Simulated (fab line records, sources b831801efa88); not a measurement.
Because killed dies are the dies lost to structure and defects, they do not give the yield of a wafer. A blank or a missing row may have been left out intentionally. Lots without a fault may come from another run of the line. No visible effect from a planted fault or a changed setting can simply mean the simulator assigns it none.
Which tool did it?    flow sky130    42 wafers from 14 lots sampled at 5 of the route's 708 steps

WHAT THE GAUGES READ, wafer by wafer
SKY_SONOS_ONO_OVL_MEAS_14. Usual: SONOS_ONO_OVL typically reads -0.5 nm, with standard deviation 1.2.
lot   measured      on          SONOS_ONO_OVL (nm)  flag
L860  day 12 18:37  overlay-02  -0.2 0.1 -0.6       
L864  day 13 18:44  overlay-01  -2.2 2.1 -2.6       
L867  day 15 06:28  overlay-02  0.0 0.2 -0.4        
L868  day 15 11:35  overlay-02  -0.4 1.5 1.4        
L873  day 17 00:49  overlay-02  -1.2 -1.4 -2.1      
L874  day 17 12:05  overlay-01  -0.1 4.2 2.0        
L875  day 17 23:40  overlay-02  -1.1 -0.3 -1.4      
L876  day 18 07:59  overlay-01  -0.7 0.3 0.1        
L878  day 18 23:32  overlay-01  -1.4 0.4 -1.5       
L879  day 19 02:26  overlay-02  -1.1 0.7 1.1        
L880  day 19 10:00  overlay-01  -0.4 0.1 0.7        
L881  day 19 21:29  overlay-01  0.2 -0.7 1.1        
L882  day 20 01:22  overlay-01  -0.5 0.8 -0.4       
L883  day 20 15:47  overlay-01  -0.8 -1.1 0.9       

SKY_GATE_OXIDE_OVL_MEAS_10. Usual: GATE_OXIDE_OVL typically reads -0.1 nm, with standard deviation 1.5.
lot   measured      on          GATE_OXIDE_OVL (nm)  flag
L860  day 13 23:21  overlay-01  -0.1 -0.6 0.5        
L864  day 14 22:32  overlay-02  0.4 0.2 -1.8         
L867  day 16 13:54  overlay-01  1.6 1.3 2.5          
L868  day 16 17:23  overlay-01  1.5 2.7 3.3          
L873  day 18 08:44  overlay-01  0.8 1.0 1.7          
L874  day 18 21:43  overlay-01  -2.0 -1.4 -0.2       
L875  day 19 08:13  overlay-02  -0.4 -1.2 0.6        
L876  day 19 17:07  overlay-02  -1.0 -1.1 -2.3       
L878  day 20 09:48  overlay-01  -1.6 -0.6 -1.5       
L879  day 20 11:01  overlay-02  0.9 0.6 0.6          
L880  day 20 18:49  overlay-02  -1.8 -0.1 -2.1       
L881  day 21 05:37  overlay-01  0.6 1.8 0.4          
L882  day 21 10:15  overlay-01  0.5 -1.1 -2.6        
L883  day 21 23:56  overlay-01  0.1 0.5 0.9          

SKY_LDD_HVP_TW_MEAS_10. Usual: LDD_HVP_TW typically reads 460, with standard deviation 3.7.
lot   measured      on             LDD_HVP_TW   flag
L860  day 21 20:05  film metro-04  464 463 463  
L864  day 22 19:52  film metro-04  462 462 461  
L867  day 24 12:49  film metro-04  404 406 405  OFF
L868  day 24 16:43  film metro-01  398 399 398  OFF
L873  day 26 10:28  film metro-01  461 460 456  
L874  day 26 20:13  film metro-03  453 457 451  
L875  day 27 05:42  film metro-04  463 463 465  
L876  day 27 14:58  film metro-01  459 462 458  
L878  day 28 04:58  film metro-04  462 465 459  
L879  day 28 07:09  film metro-04  464 462 462  
L880  day 28 14:23  film metro-03  457 457 454  
L881  day 29 02:20  film metro-01  461 461 460  
L882  day 29 05:56  film metro-03  456 454 456  
L883  day 29 18:09  film metro-01  459 457 458  

SKY_LDD_LDN_OVL_MEAS_07. Usual: LDD_LDN_OVL typically reads 1.2 nm, with standard deviation 1.4.
lot   measured      on          LDD_LDN_OVL (nm)  flag
L860  day 23 02:34  overlay-01  1.0 0.4 1.5       
L864  day 24 01:52  overlay-02  -1.7 0.0 0.3      
L867  day 25 18:10  overlay-02  1.6 2.4 2.0       
L868  day 25 21:37  overlay-01  2.9 2.2 3.5       
L873  day 27 15:22  overlay-01  2.7 3.3 3.4       
L874  day 28 00:46  overlay-01  3.2 1.0 0.9       
L875  day 28 10:24  overlay-01  0.7 -0.1 2.4      
L876  day 28 19:54  overlay-02  0.2 -0.2 0.1      
L878  day 29 09:27  overlay-02  2.5 2.7 0.6       
L879  day 29 11:24  overlay-01  1.4 0.6 0.1       
L880  day 29 18:34  overlay-01  2.6 2.1 2.6       
L881  day 30 06:54  overlay-01  0.8 2.5 0.2       
L882  day 30 10:40  overlay-01  2.3 1.6 0.9       
L883  day 30 22:34  overlay-01  1.9 1.7 1.0       

EACH LOT AND THE TOOL THAT RAN IT (in order: tool; ch and the chambers of the sampled wafers; start)
lot   SKY_LDD_HVP_IMPLANT_08
L860  implanter-02 ch 0, day 21 19:50
L864  implanter-02 ch 0, day 22 19:38
L867  implanter-02 ch 0, day 24 12:34
L868  implanter-02 ch 0, day 24 16:29
L873  implanter-03 ch 0, day 26 10:14
L874  implanter-03 ch 0, day 26 19:59
L875  implanter-04 ch 0, day 27 05:27
L876  implanter-02 ch 0, day 27 14:44
L878  implanter-03 ch 0, day 28 04:44
L879  implanter-02 ch 0, day 28 06:54
L880  implanter-04 ch 0, day 28 14:10
L881  implanter-02 ch 0, day 29 02:05
L882  implanter-02 ch 0, day 29 05:41
L883  implanter-03 ch 0, day 29 17:55
- SKY_LDD_HVP_IMPLANT_08

AS READ BY THE TOOLS THEMSELVES (means over the sampled wafers that have a number; for cases with no such wafer, the mark the record gives instead)
SKY_LDD_HVP_IMPLANT_08. Usual: beam energy keV 20.000, standard deviation 0.0058; dose ions cm2 1.7002e+13, standard deviation 1.9e+10; faraday current uA 96.0, standard deviation 1.6.
lot   tool          beam energy keV  dose ions cm2  faraday current uA  flag
L860  implanter-02  20.004           1.7020e+13     94.5                
L864  implanter-02  19.996           1.7020e+13     96.2                
L867  implanter-02  19.992           1.0836e+13     60.8                OFF
L868  implanter-02  19.999           1.0830e+13     60.7                OFF
L873  implanter-03  19.993           1.7026e+13     95.4                
L874  implanter-03  20.004           1.7017e+13     95.7                
L875  implanter-04  20.002           1.6987e+13     96.4                
L876  implanter-02  19.994           1.6983e+13     94.6                
L878  implanter-03  19.994           1.7007e+13     96.2                
L879  implanter-02  20.007           1.7004e+13     97.5                
L880  implanter-04  19.994           1.7008e+13     94.5                
L881  implanter-02  19.993           1.6998e+13     97.2                
L882  implanter-02  20.000           1.7012e+13     95.6                
L883  implanter-03  19.999           1.6982e+13     94.6                

THE ANSWER, worked out from the rows above alone
Rule: a lot is off if the mean of its wafers that have a number lies more than 3 standard deviations from the usual mean. A lot without any number at a reading at which 4 lots or more have one is off too. Any other lot the step has rows for is counted as sound. The gauges are gone through in route order, then the tools' own readings, and for those a lot's mean is taken as printed above. At the first step where some lot is off, the reading lying furthest off is the one used; lots without a number count as furthest.
Off: at SKY_LDD_HVP_TW_MEAS_10 (LDD_HVP_TW), L867, L868.
A tool fits if, at a process step before that reading, it ran every lot that is off, and no sound lot after the first of them. The gauges at SKY_LDD_HVP_TW_MEAS_10 aren't tried: what is off there is off at SKY_LDD_HVP_IMPLANT_08 too, on other tools, and a gauge's error can't cause that. Of those tried, none fits.

WHAT WAS PUT IN BY THE SIMULATOR
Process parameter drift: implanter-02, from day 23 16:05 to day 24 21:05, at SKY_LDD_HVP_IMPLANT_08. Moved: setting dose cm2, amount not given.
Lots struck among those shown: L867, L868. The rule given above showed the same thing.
